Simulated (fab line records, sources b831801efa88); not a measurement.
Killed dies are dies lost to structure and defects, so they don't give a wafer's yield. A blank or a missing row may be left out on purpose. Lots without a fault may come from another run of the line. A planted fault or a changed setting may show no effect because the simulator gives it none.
One fault seen from 2 desks | flow sky130 | each desk has only its own numbers; what lay behind them comes last

THE TOOL OWNER'S DESK: plasma_asher-03
The tool's own readings at SKY_CAPM_STRIP_14 (strips in O2/N2): means of the sampled wafers that have a number, for each lot that ran on this tool. A lot is out of limits, marked OUT, if its mean lies more than 4 standard deviations from the usual mean; the brackets give that distance.
Columns: A = drypump_motor_current_A at SKY_CAPM_STRIP_14, usual 5.57 A; B = oes_product_au at SKY_CAPM_STRIP_14, usual 0.710 a.u.; C = strip_time_to_endpoint_s at SKY_CAPM_STRIP_14, usual 12.65 s
lot  | first seen here | A    | B     | C
L996 | day 37 11:37    | 5.43 | 0.710 | 12.68
L997 | day 37 18:05    | 5.46 | 0.713 | 12.63
L998 | day 38 01:08    | 5.46 | 0.712 | 12.65
L101 | day 40 02:49    | 5.46 | 0.709 | 12.67
L102 | day 40 03:28    | 5.45 | 0.710 | 12.64
L104 | day 40 12:32    | 5.46 | 0.711 | 12.66
L110 | day 42 15:51    | 5.42 | 0.707 | 12.71
L113 | day 43 08:07    | 5.41 | 0.704 | 12.66
L111 | day 43 09:16    | 5.46 | 0.706 | 12.64
This desk's finding: nothing out of limits on any of the 9 lots.

THE METROLOGY DESK
What the gauges read, lot by lot, whatever tool the lot ran on: means of the sampled wafers that have a number. A lot is out of limits, marked OUT, if its mean lies more than 4 standard deviations from the usual mean; the brackets give that distance.
Columns: A = CAP2M_CVD_00_THK at SKY_CAP2M_THK_MEAS_01, usual 15.51 nm; B = VIA4_W_RS at SKY_VIA4_RS_MEAS_19, usual 0.2262 ohm/sq
lot  | first seen here | A     | B
L995 | day 39 08:49    | 15.45 | 0.2273
L996 | day 39 17:10    | 15.49 | 0.2260
L997 | day 39 23:55    | 15.72 | 0.2255
L998 | day 40 06:36    | 15.79 | 0.2256
L999 | day 40 12:40    | 15.19 | 0.2247
L102 | day 42 09:16    | 15.32 | 0.2237
L101 | day 42 09:33    | 15.51 | 0.2266
L103 | day 42 10:47    | 15.61 | 0.2253
L104 | day 42 15:46    | 15.53 | 0.2258
L110 | day 44 16:22    | 15.59 | 0.2263
L113 | day 45 07:28    | 15.64 | 0.2250
L111 | day 45 09:37    | 15.49 | 0.2275
This desk's finding: nothing out of limits on any of the 12 lots.

PUT TOGETHER
The tool owner's desk saw nothing out of limits.
The metrology desk saw nothing out of limits.

WHAT THE SIMULATOR HAD PUT IN
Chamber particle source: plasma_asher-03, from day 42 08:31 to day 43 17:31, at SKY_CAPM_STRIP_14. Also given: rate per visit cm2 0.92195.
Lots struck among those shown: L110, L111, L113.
